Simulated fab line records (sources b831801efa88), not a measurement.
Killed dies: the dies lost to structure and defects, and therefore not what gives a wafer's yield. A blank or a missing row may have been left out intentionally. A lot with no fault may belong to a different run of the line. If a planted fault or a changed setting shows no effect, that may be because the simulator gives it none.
fab line records ; flow gf180mcu
[record] lots = 24; wafers = 72; last_day = 34
route steps=602 shown CONTACT@310 V3@453 M4@459 V4@499 MIM@505
lots that met no fault: taken from a fault-free run of the same line
start_h: hours from the record's first day to the start of the lot's first wafer shown ; wait_h: hours since the lot's step before ; " unchanged from the row above ; L1.1+2: one row covering several wafers at once ; - either no value or no given start ; * or withheld: withheld ; < > ~ a bound
route shown NAME@n: a module of which the file shows steps, and the number in the route of the first ; usual: mean and standard deviation over wafers with no fault ; same: alike in all rows ; chamber/n: place in a boat ; sites: per-site readings ; _std_site: standard deviation across them ; _edge_site: mean of outer sites minus mean of inner sites ; radius_mm: for every site, how far away it sits from the centre of the wafer ; mask NAME#n: copy n ; behind: the tool/chamber that last shaped the wafer ; hold: what put the lot on hold/how long, in hours/how the hold closed ; device: names the non-switching transistor (n, p or np) ; end of line: tests run on the same wafers once the route is complete ; a step with no rows: only its recipe ; killed: not the wafer's yield, but the dies lost to structure and defects at the first sort ; map: a wafer's dies, x killed, . not, _ none there
set.NAME: the run value of the setting; set.NAME@STEP: its run value at that earlier step ; model.NAME: the simulator's own value behind a step, which no gauge read
one table for each step of the route and one row for each wafer, over a sample of lots
services: a tool's chamber out of use, with start hour (start_h, from the record's first day; less than 0 if before it), hours out, and reason
[[steps]]
[step GF_CONTACT_SPUTTER_23]
[recipe] material = TiN; target_thk_nm = 10; chamber_pressure_pa = 5; power_w = 4000; time_s = 40
[usual] throttle_valve_pct = 30.0/1.5
lot.wafer;tool;chamber;start_h;wait_h;throttle_valve_pct
L074.1;pvd_sputter-04;-;366.22;0.0;30.7
L074.4;pvd_sputter-04;-;366.22;0.0;29.9
L074.5;pvd_sputter-04;-;366.22;0.0;29.7
L075.1;pvd_sputter-01;-;371.42;0.0;29.4
L075.2;pvd_sputter-01;-;371.42;0.0;26.5
L075.3;pvd_sputter-01;-;371.42;0.0;30.9
L076.1;pvd_sputter-03;-;389.16;0.0;31.8
L076.3;pvd_sputter-03;-;389.16;0.0;30.7
L076.5;pvd_sputter-03;-;389.16;0.0;30.9
L077.2;pvd_sputter-03;-;394.84;0.0;30.9
L077.3;pvd_sputter-03;-;394.84;0.0;32.0
L077.5;pvd_sputter-03;-;394.84;0.0;30.7
L078.1;pvd_sputter-01;-;401.24;0.0;30.9
L078.3;pvd_sputter-01;-;401.24;0.0;28.8
L078.5;pvd_sputter-01;-;401.24;0.0;28.9
L079.1;pvd_sputter-04;-;409.91;0.0;29.8
L079.2;pvd_sputter-04;-;409.91;0.0;30.9
L079.3;pvd_sputter-04;-;409.91;0.0;29.9
L080.1;pvd_sputter-01;-;424.55;0.0;26.9
L080.2;pvd_sputter-01;-;424.55;0.0;29.1
L080.5;pvd_sputter-01;-;424.55;0.0;26.7
L081.1;pvd_sputter-01;-;428.38;0.0;30.9
L081.3;pvd_sputter-01;-;428.38;0.0;27.8
L081.5;pvd_sputter-01;-;428.38;0.0;27.7
L082.3;pvd_sputter-01;-;441.45;0.0;27.9
L082.4;pvd_sputter-01;-;441.45;0.0;30.5
L082.5;pvd_sputter-01;-;441.45;0.0;30.7
L083.3;pvd_sputter-03;-;448.44;0.0;30.7
L083.4;pvd_sputter-03;-;448.44;0.0;31.0
L083.6;pvd_sputter-03;-;448.44;0.0;30.8
L084.1;pvd_sputter-03;-;457.78;0.0;28.8
L084.4;pvd_sputter-03;-;457.78;0.0;31.0
L084.5;pvd_sputter-03;-;457.78;0.0;31.9
L085.2;pvd_sputter-04;-;467.90;0.0;31.2
L085.5;pvd_sputter-04;-;467.90;0.0;31.0
L085.6;pvd_sputter-04;-;467.90;0.0;29.9
L086.1;pvd_sputter-03;-;477.78;0.0;32.2
L086.3;pvd_sputter-03;-;477.78;0.0;28.7
L086.6;pvd_sputter-03;-;477.78;0.0;30.7
L087.1;pvd_sputter-04;-;484.58;0.0;29.7
L087.5;pvd_sputter-04;-;484.58;0.0;31.1
L087.6;pvd_sputter-04;-;484.58;0.0;29.9
L088.1;pvd_sputter-03;-;495.86;0.0;30.9
L088.2;pvd_sputter-03;-;495.86;0.0;31.9
L088.4;pvd_sputter-03;-;495.86;0.0;28.4
L089.1;pvd_sputter-04;-;496.91;0.0;31.2
L089.2;pvd_sputter-04;-;496.91;0.0;29.9
L089.3;pvd_sputter-04;-;496.91;0.0;29.9
L090.1;pvd_sputter-03;-;506.89;0.0;31.9
L090.4;pvd_sputter-03;-;506.89;0.0;30.8
L090.6;pvd_sputter-03;-;506.89;0.0;32.0
L091.2;pvd_sputter-04;-;515.78;0.0;30.5
L091.3;pvd_sputter-04;-;515.78;0.0;29.9
L091.6;pvd_sputter-04;-;515.78;0.0;29.7
L092.1;pvd_sputter-01;-;520.06;0.0;30.9
L092.3;pvd_sputter-01;-;520.06;0.0;26.5
L092.6;pvd_sputter-01;-;520.06;0.0;29.0
L093.1;pvd_sputter-03;-;532.66;0.0;28.5
L093.2;pvd_sputter-03;-;532.66;0.0;30.8
L093.5;pvd_sputter-03;-;532.66;0.0;31.4
L094.2;pvd_sputter-01;-;541.09;0.0;29.1
L094.3;pvd_sputter-01;-;541.09;0.0;26.7
L094.4;pvd_sputter-01;-;541.09;0.0;27.8
L095.1;pvd_sputter-04;-;551.74;0.0;31.1
L095.5;pvd_sputter-04;-;551.74;0.0;29.7
L095.6;pvd_sputter-04;-;551.74;0.0;31.4
L096.3;pvd_sputter-03;-;554.72;0.0;28.5
L096.5;pvd_sputter-03;-;554.72;0.0;31.8
L096.6;pvd_sputter-03;-;554.72;0.0;28.6
L097.2;pvd_sputter-03;-;559.01;0.0;30.8
L097.4;pvd_sputter-03;-;559.01;0.0;30.8
L097.5;pvd_sputter-03;-;559.01;0.0;28.8
[step GF_V3_RS_MEAS_24]
[recipe] thk_meas_gauge = four-point-probe; reads = W_of_V3_CVD_23+TiN_of_V3_SPUTTER_22+Ti_of_V3_SPUTTER_21
[usual] V3_W_RS = 0.314/0.0032
lot.wafer;tool;chamber;start_h;wait_h;V3_W_RS[ohm/sq]
L074.1;film_metro-02;-;518.12;0.1;0.323
L074.4;film_metro-02;-;518.12;0.1;0.322
L074.5;film_metro-02;-;518.12;0.1;0.319
L075.1;film_metro-02;-;524.42;0.1;0.316
L075.2;film_metro-02;-;524.42;0.1;0.305
L075.3;film_metro-02;-;524.42;0.1;0.313
L076.1;film_metro-02;-;542.27;0.2;0.318
L076.3;film_metro-02;-;542.27;0.2;0.315
L076.5;film_metro-02;-;542.27;0.2;0.314
L077.2;film_metro-03;-;548.17;0.1;0.317
L077.3;film_metro-03;-;548.17;0.1;0.311
L077.5;film_metro-03;-;548.17;0.1;0.309
L078.1;film_metro-01;-;554.01;0.1;0.315
L078.3;film_metro-01;-;554.01;0.1;0.317
L078.5;film_metro-01;-;554.01;0.1;0.306
L079.1;film_metro-03;-;559.91;0.1;0.311
L079.2;film_metro-03;-;559.91;0.1;0.315
L079.3;film_metro-03;-;559.91;0.1;0.314
L080.1;film_metro-01;-;574.51;0.1;0.318
L080.2;film_metro-01;-;574.51;0.1;0.314
L080.5;film_metro-01;-;574.51;0.1;0.319
L081.1;film_metro-01;-;578.06;0.1;0.312
L081.3;film_metro-01;-;578.06;0.1;0.317
L081.5;film_metro-01;-;578.06;0.1;0.314
L082.3;film_metro-01;-;593.66;0.1;0.320
L082.4;film_metro-01;-;593.66;0.1;0.315
L082.5;film_metro-01;-;593.66;0.1;0.320
L083.3;film_metro-01;-;596.79;0.1;0.315
L083.4;film_metro-01;-;596.79;0.1;0.315
L083.6;film_metro-01;-;596.79;0.1;0.316
L084.1;film_metro-03;-;603.24;0.1;0.317
L084.4;film_metro-03;-;603.24;0.1;0.317
L084.5;film_metro-03;-;603.24;0.1;0.316
L085.2;film_metro-02;-;614.96;0.1;0.313
L085.5;film_metro-02;-;614.96;0.1;0.312
L085.6;film_metro-02;-;614.96;0.1;0.311
L086.1;film_metro-03;-;621.07;0.1;0.315
L086.3;film_metro-03;-;621.07;0.1;0.313
L086.6;film_metro-03;-;621.07;0.1;0.312
L087.1;film_metro-01;-;627.04;0.1;0.312
L087.5;film_metro-01;-;627.04;0.1;0.313
L087.6;film_metro-01;-;627.04;0.1;0.312
L088.1;film_metro-03;-;638.44;0.1;0.315
L088.2;film_metro-03;-;638.44;0.1;0.315
L088.4;film_metro-03;-;638.44;0.1;0.318
L089.1;film_metro-02;-;638.96;0.1;0.317
L089.2;film_metro-02;-;638.96;0.1;0.315
L089.3;film_metro-02;-;638.96;0.1;0.316
L090.1;film_metro-01;-;646.16;0.1;0.314
L090.4;film_metro-01;-;646.16;0.1;0.313
L090.6;film_metro-01;-;646.16;0.1;0.306
L091.2;film_metro-03;-;653.18;0.1;0.313
L091.3;film_metro-03;-;653.18;0.1;0.314
L091.6;film_metro-03;-;653.18;0.1;0.317
L092.1;film_metro-01;-;660.16;0.1;0.312
L092.3;film_metro-01;-;660.16;0.1;0.316
L092.6;film_metro-01;-;660.16;0.1;0.312
L093.1;film_metro-01;-;668.76;0.1;0.318
L093.2;film_metro-01;-;668.76;0.1;0.310
L093.5;film_metro-01;-;668.76;0.1;0.313
L094.2;film_metro-03;-;674.90;0.1;0.311
L094.3;film_metro-03;-;674.90;0.1;0.309
L094.4;film_metro-03;-;674.90;0.1;0.310
L095.1;film_metro-01;-;685.14;0.1;0.308
L095.5;film_metro-01;-;685.14;0.1;0.309
L095.6;film_metro-01;-;685.14;0.1;0.310
L096.3;film_metro-01;-;686.18;0.1;0.312
L096.5;film_metro-01;-;686.18;0.1;0.312
L096.6;film_metro-01;-;686.18;0.1;0.312
L097.2;film_metro-03;-;690.73;0.1;0.312
L097.4;film_metro-03;-;690.73;0.1;0.314
L097.5;film_metro-03;-;690.73;0.1;0.313
[step GF_M4_SPUTTER_03]
[recipe] material = Ti; target_thk_nm = 10; substrate_temp_c = 300; chamber_pressure_pa = 0.3; power_w = 3000; time_s = 6.7
[usual] throttle_valve_pct = 29.6/1.5
lot.wafer;tool;chamber;start_h;wait_h;throttle_valve_pct
L074.1;pvd_sputter-01;-;518.97;0.0;29.0
L074.4;pvd_sputter-01;-;518.97;0.0;26.3
L074.5;pvd_sputter-01;-;518.97;0.0;29.0
L075.1;pvd_sputter-04;-;525.06;0.0;31.2
L075.2;pvd_sputter-04;-;525.06;0.0;30.9
L075.3;pvd_sputter-04;-;525.06;0.0;29.8
L076.1;pvd_sputter-01;-;542.91;0.0;28.8
L076.3;pvd_sputter-01;-;542.91;0.0;31.0
L076.5;pvd_sputter-01;-;542.91;0.0;29.0
L077.2;pvd_sputter-01;-;548.79;0.0;27.8
L077.3;pvd_sputter-01;-;548.79;0.0;29.1
L077.5;pvd_sputter-01;-;548.79;0.0;28.9
L078.1;pvd_sputter-01;-;554.65;0.0;26.5
L078.3;pvd_sputter-01;-;554.65;0.0;29.1
L078.5;pvd_sputter-01;-;554.65;0.0;28.2
L079.1;pvd_sputter-02;-;560.55;0.0;31.4
L079.2;pvd_sputter-02;-;560.55;0.0;31.2
L079.3;pvd_sputter-02;-;560.55;0.0;29.8
L080.1;pvd_sputter-01;-;575.15;0.0;26.4
L080.2;pvd_sputter-01;-;575.15;0.0;28.7
L080.5;pvd_sputter-01;-;575.15;0.0;26.4
L081.1;pvd_sputter-02;-;578.70;0.0;30.1
L081.3;pvd_sputter-02;-;578.70;0.0;31.0
L081.5;pvd_sputter-02;-;578.70;0.0;31.0
L082.3;pvd_sputter-01;-;594.26;0.0;29.1
L082.4;pvd_sputter-01;-;594.26;0.0;27.7
L082.5;pvd_sputter-01;-;594.26;0.0;29.1
L083.3;pvd_sputter-01;-;597.39;0.0;28.6
L083.4;pvd_sputter-01;-;597.39;0.0;26.8
L083.6;pvd_sputter-01;-;597.39;0.0;27.7
L084.1;pvd_sputter-04;-;603.88;0.0;31.0
L084.4;pvd_sputter-04;-;603.88;0.0;29.8
L084.5;pvd_sputter-04;-;603.88;0.0;30.0
L085.2;pvd_sputter-02;-;615.59;0.0;29.7
L085.5;pvd_sputter-02;-;615.59;0.0;31.0
L085.6;pvd_sputter-02;-;615.59;0.0;31.2
L086.1;pvd_sputter-01;-;621.71;0.0;30.8
L086.3;pvd_sputter-01;-;621.71;0.0;28.0
L086.6;pvd_sputter-01;-;621.71;0.0;30.8
L087.1;pvd_sputter-01;-;627.68;0.0;28.9
L087.5;pvd_sputter-01;-;627.68;0.0;26.6
L087.6;pvd_sputter-01;-;627.68;0.0;31.0
L088.1;pvd_sputter-02;-;639.20;0.0;29.6
L088.2;pvd_sputter-02;-;639.20;0.0;31.3
L088.4;pvd_sputter-02;-;639.20;0.0;29.8
L089.1;pvd_sputter-04;-;639.60;0.0;29.9
L089.2;pvd_sputter-04;-;639.60;0.0;30.8
L089.3;pvd_sputter-04;-;639.60;0.0;29.8
L090.1;pvd_sputter-04;-;646.80;0.0;29.8
L090.4;pvd_sputter-04;-;646.80;0.0;29.9
L090.6;pvd_sputter-04;-;646.80;0.0;31.0
L091.2;pvd_sputter-01;-;653.80;0.0;29.0
L091.3;pvd_sputter-01;-;653.80;0.0;30.6
L091.6;pvd_sputter-01;-;653.80;0.0;28.7
L092.1;pvd_sputter-02;-;660.80;0.0;31.0
L092.3;pvd_sputter-02;-;660.80;0.0;30.0
L092.6;pvd_sputter-02;-;660.80;0.0;31.3
L093.1;pvd_sputter-02;-;669.40;0.0;29.9
L093.2;pvd_sputter-02;-;669.40;0.0;29.8
L093.5;pvd_sputter-02;-;669.40;0.0;31.3
L094.2;pvd_sputter-04;-;675.52;0.0;29.7
L094.3;pvd_sputter-04;-;675.52;0.0;31.2
L094.4;pvd_sputter-04;-;675.52;0.0;31.0
L095.1;pvd_sputter-02;-;685.78;0.0;31.2
L095.5;pvd_sputter-02;-;685.78;0.0;29.9
L095.6;pvd_sputter-02;-;685.78;0.0;31.3
L096.3;pvd_sputter-01;-;686.78;0.0;28.8
L096.5;pvd_sputter-01;-;686.78;0.0;28.0
L096.6;pvd_sputter-01;-;686.78;0.0;30.8
L097.2;pvd_sputter-02;-;691.35;0.0;29.9
L097.4;pvd_sputter-02;-;691.35;0.0;31.4
L097.5;pvd_sputter-02;-;691.35;0.0;29.7
[step GF_V4_CVD_23]
[recipe] material = W; target_thk_nm = 350; time_s = 104.9; temp_c = 400; pressure_torr = 40
[usual] heater_power_outer_w = 571/21; heater_power_w = 896/86
lot.wafer;tool;chamber;start_h;wait_h;heater_power_outer_w;heater_power_w;since_wet_clean_h
L074.1;cvd_w-01;1;565.60;0.0;568;899;662
L074.4;cvd_w-01;0;565.60;0.0;592;894;-
L074.5;cvd_w-01;0;565.60;0.0;600;900;-
L075.1;cvd_w-02;1;571.82;0.0;547;793;168
L075.2;cvd_w-02;0;571.82;0.0;586;1003;168
L075.3;cvd_w-02;1;571.82;0.0;543;794;-
L076.1;cvd_w-01;0;592.23;0.0;605;894;688
L076.3;cvd_w-01;1;592.23;0.0;581;898;-
L076.5;cvd_w-01;0;592.23;0.0;589;893;-
L077.2;cvd_w-02;0;594.89;0.1;588;981;-
L077.3;cvd_w-02;0;594.89;0.1;593;986;-
L077.5;cvd_w-02;0;594.89;0.1;579;994;-
L078.1;cvd_w-01;0;600.50;0.0;588;875;697
L078.3;cvd_w-01;0;600.50;0.0;579;894;-
L078.5;cvd_w-01;0;600.50;0.0;591;858;-
L079.1;cvd_w-02;1;605.71;0.0;535;775;202
L079.2;cvd_w-02;0;605.71;0.0;593;1004;202
L079.3;cvd_w-02;0;605.71;0.0;572;979;-
L080.1;cvd_w-02;1;620.51;0.0;549;781;217
L080.2;cvd_w-02;0;620.51;0.0;602;999;217
L080.5;cvd_w-02;1;620.51;0.0;535;767;-
L081.1;cvd_w-02;1;623.47;0.0;544;799;219
L081.3;cvd_w-02;1;623.47;0.0;539;763;-
L081.5;cvd_w-02;0;623.47;0.0;586;993;-
L082.3;cvd_w-02;0;636.41;0.1;581;972;-
L082.4;cvd_w-02;1;636.41;0.1;543;779;-
L082.5;cvd_w-02;1;636.41;0.1;541;787;-
L083.3;cvd_w-02;0;641.68;0.1;573;1013;-
L083.4;cvd_w-02;1;641.68;0.1;536;777;-
L083.6;cvd_w-02;1;641.68;0.1;546;777;-
L084.1;cvd_w-01;1;647.18;0.0;564;919;743
L084.4;cvd_w-01;0;647.18;0.0;594;871;-
L084.5;cvd_w-01;1;647.18;0.0;569;917;-
L085.2;cvd_w-01;1;657.50;0.0;565;891;754
L085.5;cvd_w-01;1;657.50;0.0;565;916;-
L085.6;cvd_w-01;0;657.50;0.0;597;870;-
L086.1;cvd_w-02;0;663.88;0.0;590;1016;260
L086.3;cvd_w-02;1;663.88;0.0;545;794;-
L086.6;cvd_w-02;1;663.88;0.0;548;764;-
L087.1;cvd_w-01;0;670.20;0.0;584;878;766
L087.5;cvd_w-01;1;670.20;0.0;563;911;-
L087.6;cvd_w-01;0;670.20;0.0;566;886;-
L088.1;cvd_w-02;0;680.45;0.0;582;986;276
L088.2;cvd_w-02;1;680.45;0.0;554;799;276
L088.4;cvd_w-02;1;680.45;0.0;539;784;-
L089.1;cvd_w-02;0;681.66;0.1;599;1015;278
L089.2;cvd_w-02;1;681.66;0.1;547;802;278
L089.3;cvd_w-02;0;681.66;0.1;594;996;-
L090.1;cvd_w-01;1;687.17;0.0;574;897;783
L090.4;cvd_w-01;1;687.17;0.0;570;912;-
L090.6;cvd_w-01;1;687.17;0.0;568;904;-
L091.2;cvd_w-02;1;694.16;0.0;543;796;290
L091.3;cvd_w-02;0;694.16;0.0;579;1019;-
L091.6;cvd_w-02;0;694.16;0.0;593;1002;-
L092.1;cvd_w-01;1;701.17;0.0;564;888;797
L092.3;cvd_w-01;1;701.17;0.0;576;897;-
L092.6;cvd_w-01;1;701.17;0.0;568;890;-
L093.1;cvd_w-02;0;709.45;0.0;586;994;305
L093.2;cvd_w-02;1;709.45;0.0;550;802;305
L093.5;cvd_w-02;1;709.45;0.0;531;795;-
L094.2;cvd_w-02;1;715.37;0.0;543;783;311
L094.3;cvd_w-02;1;715.37;0.0;548;781;-
L094.4;cvd_w-02;0;715.37;0.0;590;981;-
L095.1;cvd_w-02;0;725.30;0.0;590;992;321
L095.5;cvd_w-02;1;725.30;0.0;553;776;-
L095.6;cvd_w-02;0;725.30;0.0;594;1004;-
L096.3;cvd_w-01;0;726.14;0.1;596;897;-
L096.5;cvd_w-01;1;726.14;0.1;575;917;-
L096.6;cvd_w-01;0;726.14;0.1;603;857;-
L097.2;cvd_w-02;0;730.83;0.0;591;972;327
L097.4;cvd_w-02;0;730.83;0.0;587;1007;-
L097.5;cvd_w-02;1;730.83;0.0;538;784;-
[step GF_MIM_SPUTTER_02]
[recipe] material = AlCu; target_thk_nm = 450; power_w = 10600; time_s = 23.9; chamber_pressure_pa = 0.4
[usual] throttle_valve_pct = 29.9/1.5
lot.wafer;tool;chamber;start_h;wait_h;throttle_valve_pct
L074.1;pvd_sputter-01;-;568.06;0.0;26.7
L074.4;pvd_sputter-01;-;568.06;0.0;29.1
L074.5;pvd_sputter-01;-;568.06;0.0;28.9
L075.1;pvd_sputter-03;-;572.54;0.0;28.3
L075.2;pvd_sputter-03;-;572.54;0.0;30.7
L075.3;pvd_sputter-03;-;572.54;0.0;32.1
L076.1;pvd_sputter-02;-;592.95;0.0;31.4
L076.3;pvd_sputter-02;-;592.95;0.0;31.1
L076.5;pvd_sputter-02;-;592.95;0.0;29.7
L077.2;pvd_sputter-03;-;595.69;0.0;28.4
L077.3;pvd_sputter-03;-;595.69;0.0;30.9
L077.5;pvd_sputter-03;-;595.69;0.0;30.6
L078.1;pvd_sputter-02;-;601.22;0.0;29.7
L078.3;pvd_sputter-02;-;601.22;0.0;31.3
L078.5;pvd_sputter-02;-;601.22;0.0;30.2
L079.1;pvd_sputter-03;-;606.43;0.0;31.0
L079.2;pvd_sputter-03;-;606.43;0.0;30.6
L079.3;pvd_sputter-03;-;606.43;0.0;32.0
L080.1;pvd_sputter-02;-;621.24;0.0;31.4
L080.2;pvd_sputter-02;-;621.24;0.0;29.8
L080.5;pvd_sputter-02;-;621.24;0.0;29.9
L081.1;pvd_sputter-02;-;624.19;0.0;31.0
L081.3;pvd_sputter-02;-;624.19;0.0;29.7
L081.5;pvd_sputter-02;-;624.19;0.0;30.0
L082.3;pvd_sputter-01;-;637.10;0.0;29.0
L082.4;pvd_sputter-01;-;637.10;0.0;27.7
L082.5;pvd_sputter-01;-;637.10;0.0;27.8
L083.3;pvd_sputter-01;-;642.37;0.0;27.8
L083.4;pvd_sputter-01;-;642.37;0.0;27.8
L083.6;pvd_sputter-01;-;642.37;0.0;29.3
L084.1;pvd_sputter-03;-;647.90;0.0;31.0
L084.4;pvd_sputter-03;-;647.90;0.0;31.9
L084.5;pvd_sputter-03;-;647.90;0.0;28.4
L085.2;pvd_sputter-03;-;658.23;0.0;30.9
L085.5;pvd_sputter-03;-;658.23;0.0;32.0
L085.6;pvd_sputter-03;-;658.23;0.0;31.0
L086.1;pvd_sputter-01;-;664.60;0.0;27.8
L086.3;pvd_sputter-01;-;664.60;0.0;26.7
L086.6;pvd_sputter-01;-;664.60;0.0;29.1
L087.1;pvd_sputter-01;-;670.92;0.0;27.5
L087.5;pvd_sputter-01;-;670.92;0.0;28.9
L087.6;pvd_sputter-01;-;670.92;0.0;26.6
L088.1;pvd_sputter-01;-;681.18;0.0;29.2
L088.2;pvd_sputter-01;-;681.18;0.0;26.4
L088.4;pvd_sputter-01;-;681.18;0.0;27.9
L089.1;pvd_sputter-03;-;682.39;0.0;30.8
L089.2;pvd_sputter-03;-;682.39;0.0;30.9
L089.3;pvd_sputter-03;-;682.39;0.0;32.1
L090.1;pvd_sputter-02;-;688.02;0.0;29.5
L090.4;pvd_sputter-02;-;688.02;0.0;31.0
L090.6;pvd_sputter-02;-;688.02;0.0;29.7
L091.2;pvd_sputter-01;-;694.91;0.0;27.8
L091.3;pvd_sputter-01;-;694.91;0.0;26.5
L091.6;pvd_sputter-01;-;694.91;0.0;30.6
L092.1;pvd_sputter-02;-;701.89;0.0;31.0
L092.3;pvd_sputter-02;-;701.89;0.0;31.4
L092.6;pvd_sputter-02;-;701.89;0.0;31.0
L094.2;pvd_sputter-03;-;716.09;0.0;32.1
L094.3;pvd_sputter-03;-;716.09;0.0;30.7
L094.4;pvd_sputter-03;-;716.09;0.0;30.8
L093.1;pvd_sputter-03;-;717.08;0.0;32.0
L093.2;pvd_sputter-03;-;717.08;0.0;30.6
L093.5;pvd_sputter-03;-;717.08;0.0;30.5
L095.1;pvd_sputter-01;-;726.03;0.0;26.8
L095.5;pvd_sputter-01;-;726.03;0.0;28.0
L095.6;pvd_sputter-01;-;726.03;0.0;30.8
L096.3;pvd_sputter-02;-;726.83;0.0;31.5
L096.5;pvd_sputter-02;-;726.83;0.0;29.8
L096.6;pvd_sputter-02;-;726.83;0.0;29.7
L097.2;pvd_sputter-03;-;731.56;0.0;28.5
L097.4;pvd_sputter-03;-;731.56;0.0;30.9
L097.5;pvd_sputter-03;-;731.56;0.0;31.9
[step GF_MIM_THK_MEAS_06]
[recipe] reads = Si3N4_of_MIM_CVD_05
[usual] MIM_CVD_05_THK = 41.5/0.69
lot.wafer;tool;chamber;start_h;wait_h;MIM_CVD_05_THK[nm]
L074.1;film_metro-04;-;568.19;0.0;40.7
L074.4;film_metro-04;-;568.19;0.0;41.8
L074.5;film_metro-04;-;568.19;0.0;41.2
L075.1;film_metro-02;-;572.66;0.0;41.6
L075.2;film_metro-02;-;572.66;0.0;41.6
L075.3;film_metro-02;-;572.66;0.0;41.8
L076.1;film_metro-04;-;593.07;0.0;41.5
L076.3;film_metro-04;-;593.07;0.0;41.0
L076.5;film_metro-04;-;593.07;0.0;42.2
L077.2;film_metro-02;-;595.82;0.0;40.7
L077.3;film_metro-02;-;595.82;0.0;41.4
L077.5;film_metro-02;-;595.82;0.0;41.0
L078.1;film_metro-04;-;601.34;0.0;41.2
L078.3;film_metro-04;-;601.34;0.0;42.0
L078.5;film_metro-04;-;601.34;0.0;42.0
L079.1;film_metro-02;-;606.55;0.0;40.1
L079.2;film_metro-02;-;606.55;0.0;40.4
L079.3;film_metro-02;-;606.55;0.0;41.3
L080.1;film_metro-01;-;621.36;0.0;42.0
L080.2;film_metro-01;-;621.36;0.0;41.8
L080.5;film_metro-01;-;621.36;0.0;41.9
L081.1;film_metro-01;-;624.32;0.0;41.9
L081.3;film_metro-01;-;624.32;0.0;40.4
L081.5;film_metro-01;-;624.32;0.0;41.4
L082.3;film_metro-04;-;637.24;0.0;40.8
L082.4;film_metro-04;-;637.24;0.0;42.1
L082.5;film_metro-04;-;637.24;0.0;42.5
L083.3;film_metro-01;-;642.51;0.0;41.4
L083.4;film_metro-01;-;642.51;0.0;41.6
L083.6;film_metro-01;-;642.51;0.0;41.1
L084.1;film_metro-04;-;648.02;0.0;42.0
L084.4;film_metro-04;-;648.02;0.0;42.4
L084.5;film_metro-04;-;648.02;0.0;42.4
L085.2;film_metro-04;-;658.36;0.0;40.0
L085.5;film_metro-04;-;658.36;0.0;42.0
L085.6;film_metro-04;-;658.36;0.0;40.7
L086.1;film_metro-04;-;664.73;0.0;41.3
L086.3;film_metro-04;-;664.73;0.0;42.6
L086.6;film_metro-04;-;664.73;0.0;42.9
L087.1;film_metro-04;-;671.04;0.0;40.7
L087.5;film_metro-04;-;671.04;0.0;41.2
L087.6;film_metro-04;-;671.04;0.0;41.0
L088.1;film_metro-01;-;681.30;0.0;42.4
L088.2;film_metro-01;-;681.30;0.0;41.8
L088.4;film_metro-01;-;681.30;0.0;42.0
L089.1;film_metro-02;-;682.51;0.0;39.9
L089.2;film_metro-02;-;682.51;0.0;40.3
L089.3;film_metro-02;-;682.51;0.0;40.1
L090.1;film_metro-01;-;688.15;0.0;40.3
L090.4;film_metro-01;-;688.15;0.0;41.0
L090.6;film_metro-01;-;688.15;0.0;41.4
L091.2;film_metro-02;-;695.04;0.0;41.8
L091.3;film_metro-02;-;695.04;0.0;40.9
L091.6;film_metro-02;-;695.04;0.0;42.5
L092.1;film_metro-01;-;702.01;0.0;41.0
L092.3;film_metro-01;-;702.01;0.0;40.8
L092.6;film_metro-01;-;702.01;0.0;41.8
L094.2;film_metro-04;-;716.22;0.0;41.5
L094.3;film_metro-04;-;716.22;0.0;40.8
L094.4;film_metro-04;-;716.22;0.0;41.6
L093.1;film_metro-02;-;717.20;0.0;42.7
L093.2;film_metro-02;-;717.20;0.0;42.0
L093.5;film_metro-02;-;717.20;0.0;42.4
L095.1;film_metro-02;-;726.15;0.0;41.0
L095.5;film_metro-02;-;726.15;0.0;41.2
L095.6;film_metro-02;-;726.15;0.0;41.8
L096.3;film_metro-04;-;726.97;0.0;41.0
L096.5;film_metro-04;-;726.97;0.0;41.5
L096.6;film_metro-04;-;726.97;0.0;41.5
L097.2;film_metro-04;-;731.69;0.0;41.5
L097.4;film_metro-04;-;731.69;0.0;41.6
L097.5;film_metro-04;-;731.69;0.0;40.8
[[services]]
tool;chamber;start_h;hours;kind
cvd_w-01;1;347.03;1.7;repair
pvd_sputter-04;-;348.10;0.9;repair
pvd_sputter-01;-;358.12;3.1;repair
pvd_sputter-02;-;367.53;5.7;repair
cvd_w-01;-;374.44;0.6;repair
cvd_w-02;-;374.89;2.6;repair
pvd_sputter-01;-;380.71;2.4;repair
cvd_w-02;-;390.00;14.0;pm
pvd_sputter-02;-;422.67;21.6;repair
pvd_sputter-04;-;435.47;4.8;repair
cvd_w-02;0;450.60;1.5;repair
pvd_sputter-01;-;457.69;20.2;repair
cvd_w-02;-;474.13;1.1;repair
cvd_w-02;-;528.15;6.0;pm
cvd_w-02;1;538.79;11.7;repair
pvd_sputter-03;-;548.91;1.0;repair
cvd_w-01;-;554.20;6.9;pm
pvd_sputter-04;-;554.22;10.8;repair
pvd_sputter-02;-;565.07;1.4;repair
pvd_sputter-02;-;573.70;2.3;repair
pvd_sputter-03;-;576.12;0.5;repair
cvd_w-02;1;591.63;4.5;repair
cvd_w-01;-;661.01;1.2;repair
pvd_sputter-04;-;710.56;6.9;repair
[[key]]
fault none
